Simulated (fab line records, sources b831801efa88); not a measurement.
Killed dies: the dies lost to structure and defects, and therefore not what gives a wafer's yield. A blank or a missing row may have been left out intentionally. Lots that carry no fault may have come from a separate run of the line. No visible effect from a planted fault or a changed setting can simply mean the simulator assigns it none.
Which tool is to blame? || flow sky130 || 21 wafers sampled from 7 lots at 1 step of a route of 708

## WHAT THE GAUGES READ, wafer by wafer
SKY_RES_PROTECT_TW_MEAS_08.
{"lot": "L216", "measured": "day 15 11:35", "on": "film-metro-02", "POLY_GATE_TW": "3977 3990 3974"}
{"lot": "L220", "measured": "day 16 19:36", "on": "film-metro-03", "POLY_GATE_TW": "4123 4129 4120"}
{"lot": "L222", "measured": "day 17 18:32", "on": "film-metro-02", "POLY_GATE_TW": "3998 4000 4006"}
{"lot": "L229", "measured": "day 20 13:16", "on": "film-metro-03", "POLY_GATE_TW": "4149 4145 4139"}
{"lot": "L231", "measured": "day 21 00:18", "on": "film-metro-03", "POLY_GATE_TW": "4124 4138 4119"}
{"lot": "L233", "measured": "day 21 19:49", "on": "film-metro-02", "POLY_GATE_TW": "4030 4034 4043"}
{"lot": "L235", "measured": "day 22 10:28", "on": "film-metro-02", "POLY_GATE_TW": "4025 4028 4044"}

## TOOL THAT RAN EACH LOT (tool first, then ch and the chambers of the sampled wafers, then the start)
There is no process step in the record ahead of these readings.

## THE ANSWER, worked out from the rows above alone
Rule: usual is defined by the lots themselves. The widest of any qualifying gaps counts: lots, ordered by their means at a reading, are off when they make up no more than a third of the lots, leave a main group of 4 or more, and stand apart from it by 3 or more times the standard deviation of that group's means. Not used: any main group whose means are identical at the precision the tables above print for the reading. A lot without any number at a reading at which 4 lots or more have one is off too. The other lots that the step has rows for count as sound.
No lot is off at any reading shown: from this, nothing can be told.

## WHAT THE SIMULATOR HAD INSERTED
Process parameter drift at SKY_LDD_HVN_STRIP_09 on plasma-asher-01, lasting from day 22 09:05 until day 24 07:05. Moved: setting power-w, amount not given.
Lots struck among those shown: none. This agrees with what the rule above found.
